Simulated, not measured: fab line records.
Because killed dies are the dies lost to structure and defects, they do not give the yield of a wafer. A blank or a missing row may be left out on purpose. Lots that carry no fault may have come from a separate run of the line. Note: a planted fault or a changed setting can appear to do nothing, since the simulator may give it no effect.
Chamber matching | flow gf180mcu | 4 sister chambers for GF_STI_CMP_25 on cmp-02
The step polishes, stops on Si3N4, t overpolish 33 s, target thk 524.6 nm. 4 wafers are shown with their chamber, then 7 later ones without.

== WAFERS PAIRED WITH THEIR CHAMBERS ==
wafer  | chamber | motorCurrentA (A)
L784.2 | 0       | 13.7
L784.5 | 2       | 15.0
L791.1 | 3       | 10.6
L791.3 | 1       | 11.1

== WAFERS WHOSE CHAMBER IS MISSING ==
wafer  | motorCurrentA (A)
L791.6 | 11.2
L795.2 | 11.0
L795.5 | 14.4
L795.6 | 11.8
L797.1 | 13.6
L797.3 | 11.8
L797.4 | 14.4

== CHAMBER TAKEN BY EACH ==
wafer  | from the rows above     | in truth
L791.6 | can't be placed: 1 or 3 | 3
L795.2 | can't be placed: 1 or 3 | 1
L795.5 | can't be placed: 2 or 0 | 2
L795.6 | can't be placed: 1 or 3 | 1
L797.1 | 0                       | 0
L797.3 | can't be placed: 1 or 3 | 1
L797.4 | can't be placed: 2 or 0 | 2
Placed correctly: 1 of 7. Unplaceable from these rows: 6, with the true chamber sitting among the candidates in 6. Wrongly placed: 0.
How it was worked out, from the rows above alone: a wafer's distance from a chamber is the root of the sum, over the readings, of the square of ((its reading less the chamber's mean) divided by the reading's scatter). If the next closest chamber is less than 2 further off than the closest, the wafer can't be placed; otherwise it belongs to the closest. The mean given for a chamber averages the wafers shown for that chamber. The scatter: with one shown wafer a chamber, the root of the mean of the squares of how far each hidden wafer lies from its nearest shown one.
